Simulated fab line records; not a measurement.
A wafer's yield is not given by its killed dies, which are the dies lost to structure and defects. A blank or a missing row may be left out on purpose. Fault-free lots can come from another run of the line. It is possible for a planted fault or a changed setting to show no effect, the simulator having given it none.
Which tool was responsible? -- flow gf180mcu -- Sampling: 12 lots, 36 wafers, 5 of 602 route steps

WHAT EACH GAUGE READ, for each wafer
GF_DUAL_GATE_THK_MEAS_03.
lot,measured,on,DUAL_GATE_OXIDATION_00_THK (nm)
L697,day 7 13:56,filmMetro-04,10.96 10.82 10.66
L702,day 8 21:57,filmMetro-01,10.81 10.91 10.76
L703,day 9 03:38,filmMetro-01,10.62 10.45 10.59
L704,day 9 10:58,filmMetro-04,10.75 10.75 10.73
L708,day 10 11:55,filmMetro-04,10.61 10.58 10.58
L709,day 10 20:25,filmMetro-02,10.73 10.95 10.97
L712,day 11 13:26,filmMetro-01,10.69 10.73 10.70
L713,day 11 22:28,filmMetro-01,10.74 10.46 10.65
L716,day 12 22:35,filmMetro-01,10.97 11.05 11.15
L717,day 13 11:46,filmMetro-01,10.84 10.88 11.02
L719,day 14 00:34,filmMetro-02,10.78 10.94 10.84
L718,day 14 02:01,filmMetro-04,10.93 11.05 10.93

GF_HV_LDD_CD_MEAS_19: target cd 400 nm.
lot,measured,on,cdNm (nm)
L697,day 10 15:41,cdSem-02,397.0 396.5 396.0
L702,day 12 03:39,cdSem-01,395.2 393.5 394.2
L703,day 12 12:26,cdSem-01,395.4 394.8 396.2
L704,day 12 18:17,cdSem-02,390.4 391.7 391.4
L712,day 15 05:59,cdSem-02,397.7 399.6 396.0
L713,day 15 12:20,cdSem-02,396.3 396.1 398.6
L716,day 16 16:41,cdSem-02,394.1 395.7 394.0
L717,day 17 10:07,cdSem-02,397.7 397.0 397.2
L719,day 17 22:51,cdSem-02,392.4 392.0 392.1
L718,day 18 01:58,cdSem-02,395.7 396.3 395.7

WHICH TOOL RAN EACH LOT (tool, then ch and the chambers of the sampled wafers, then the start)
lot,GF_VT_IMPLANT_STRIP_20,GF_POLY_GATE_ETCH_13,GF_POLY_GATE_STRIP_14
L697,"plasmaAsher-03 ch 0,1, day 6 04:52","rieSi-02 ch 0,2, day 9 03:38","plasmaAsher-01 ch 0,1, day 9 03:41"
L702,"plasmaAsher-03 ch 0,1, day 7 10:35","rieSi-02 ch 0,1, day 10 12:50","plasmaAsher-01 ch 0,1, day 10 12:53"
L703,"plasmaAsher-02 ch 0, day 7 17:20","rieSi-02 ch 1,3, day 10 20:01","plasmaAsher-04 ch 1, day 10 20:04"
L704,"plasmaAsher-02 ch 0,1, day 7 23:46","rieSi-02 ch 0,2,3, day 11 03:22","plasmaAsher-03 ch 0,1, day 11 03:25"
L708,"plasmaAsher-03 ch 0,1, day 8 22:04","rieSi-02 ch 0,1,3, day 12 04:02","plasmaAsher-03 ch 0,1, day 12 04:05"
L709,"plasmaAsher-02 ch 0,1, day 9 05:28","rieSi-02 ch 0,1,2, day 12 14:26","plasmaAsher-01 ch 0,1, day 12 14:29"
L712,"plasmaAsher-03 ch 0,1, day 9 23:40","rieSi-01 ch 0,1,2, day 13 10:28","plasmaAsher-04 ch 0,1, day 13 10:31"
L713,"plasmaAsher-04 ch 1, day 10 06:52","rieSi-02 ch 0,2,3, day 13 16:34","plasmaAsher-04 ch 0,1, day 13 16:37"
L716,"plasmaAsher-04 ch 0,1, day 11 06:37","rieSi-02 ch 0,1,2, day 14 18:44","plasmaAsher-04 ch 0,1, day 14 18:47"
L717,"plasmaAsher-02 ch 0,1, day 11 19:04","rieSi-02 ch 1,2,3, day 15 11:08","plasmaAsher-03 ch 0,1, day 15 11:11"
L719,"plasmaAsher-02 ch 0,1, day 12 06:01","rieSi-01 ch 1,2,3, day 15 22:32","plasmaAsher-03 ch 0,1, day 15 22:35"
L718,"plasmaAsher-02 ch 0,1, day 12 08:01","rieSi-01 ch 1,2, day 16 02:29","plasmaAsher-04 ch 0,1, day 16 02:32"
- GF_VT_IMPLANT_STRIP_20: strips in O2/N2.
- GF_POLY_GATE_ETCH_13: etches poly-Si in HBr/Cl2, stops on SiO2, target depth 198.5 nm, time 69.6 s.
- GF_POLY_GATE_STRIP_14: strips in O2/N2.

AS READ BY THE TOOLS THEMSELVES (means over the sampled wafers that have a number; for cases with no such wafer, the mark the record gives instead)
GF_VT_IMPLANT_STRIP_20.
lot,tool,drypumpMotorCurrentA (A),heaterPowerW (W),oesProductAu (a.u.),stripTimeToEndpointS (s)
L697,plasmaAsher-03,6.1,343,0.718,12.65
L702,plasmaAsher-03,6.1,338,0.710,12.62
L703,plasmaAsher-02,6.0,476,0.716,12.65
L704,plasmaAsher-02,5.6,444,0.714,12.70
L708,plasmaAsher-03,5.9,330,0.717,12.64
L709,plasmaAsher-02,5.6,436,0.714,12.65
L712,plasmaAsher-03,6.0,340,0.720,12.64
L713,plasmaAsher-04,4.7,382,0.718,12.68
L716,plasmaAsher-04,5.1,350,0.712,12.60
L717,plasmaAsher-02,5.3,387,0.715,12.59
L719,plasmaAsher-02,5.3,390,0.713,12.67
L718,plasmaAsher-02,5.6,442,0.712,12.65

GF_POLY_GATE_ETCH_13.
lot,tool,HBr_flow_sccm (sccm),biasW (W),drypumpMotorCurrentA (A),heBacksideLeakSccm (sccm),oesProductAu (a.u.),throttleValvePct (%)
L697,rieSi-02,149.9,99.96,5.5,2.83,0.991,33.687
L702,rieSi-02,149.8,100.18,5.8,2.78,0.989,33.682
L703,rieSi-02,150.1,99.74,5.7,2.70,0.988,33.689
L704,rieSi-02,150.0,100.03,5.5,2.69,0.989,33.677
L708,rieSi-02,-,-,-,-,-,-
L709,rieSi-02,-,-,-,-,-,-
L712,rieSi-01,149.8,100.26,6.0,2.83,0.992,33.679
L713,rieSi-02,150.0,99.67,5.5,2.71,0.986,33.677
L716,rieSi-02,149.9,100.35,5.7,2.81,0.994,33.687
L717,rieSi-02,150.1,100.10,5.7,2.79,0.981,33.686
L719,rieSi-01,149.9,99.92,6.3,2.73,0.992,33.692
L718,rieSi-01,149.8,99.98,6.1,2.94,0.996,33.694

GF_POLY_GATE_STRIP_14.
lot,tool,drypumpMotorCurrentA (A),heaterPowerW (W),oesProductAu (a.u.)
L697,plasmaAsher-01,5.6,305,0.502
L702,plasmaAsher-01,5.5,317,0.503
L703,plasmaAsher-04,4.7,389,0.504
L704,plasmaAsher-03,5.9,326,0.506
L708,plasmaAsher-03,6.1,341,0.542
L709,plasmaAsher-01,5.6,304,0.545
L712,plasmaAsher-04,5.4,310,0.504
L713,plasmaAsher-04,5.4,313,0.507
L716,plasmaAsher-04,5.1,353,0.508
L717,plasmaAsher-03,6.1,339,0.507
L719,plasmaAsher-03,5.9,326,0.505
L718,plasmaAsher-04,5.1,346,0.498

THE ANSWER, worked out from the rows above alone
Rule: what is usual is taken from the lots themselves. The widest of any qualifying gaps counts: lots, ordered by their means at a reading, are off when they make up no more than a third of the lots, leave a main group of 4 or more, and stand apart from it by 3 or more times the standard deviation of that group's means. A main group is skipped when, at the precision printed for the reading in the tables above, its means are all equal. Also off: a lot with no number at a reading for which 4 or more lots have one. Any other lot the step has rows for is counted as sound. First the gauges in route order, then the tools' own readings, where a lot's mean is used as printed above. At the first step where some lot is off, the reading lying furthest off is the one used; lots without a number count as furthest.
Off: L708, L709, at GF_POLY_GATE_ETCH_13 (HBr_flow_sccm). Without a number there: L708, L709. The main group: mean 149.9 sccm, standard deviation 0.11.
A tool fits if, at that step or a process step before it, it ran every lot that is off, and no sound lot after the first of them. Of those tried, none fits.

WHAT HAD BEEN PUT IN BY THE SIMULATOR
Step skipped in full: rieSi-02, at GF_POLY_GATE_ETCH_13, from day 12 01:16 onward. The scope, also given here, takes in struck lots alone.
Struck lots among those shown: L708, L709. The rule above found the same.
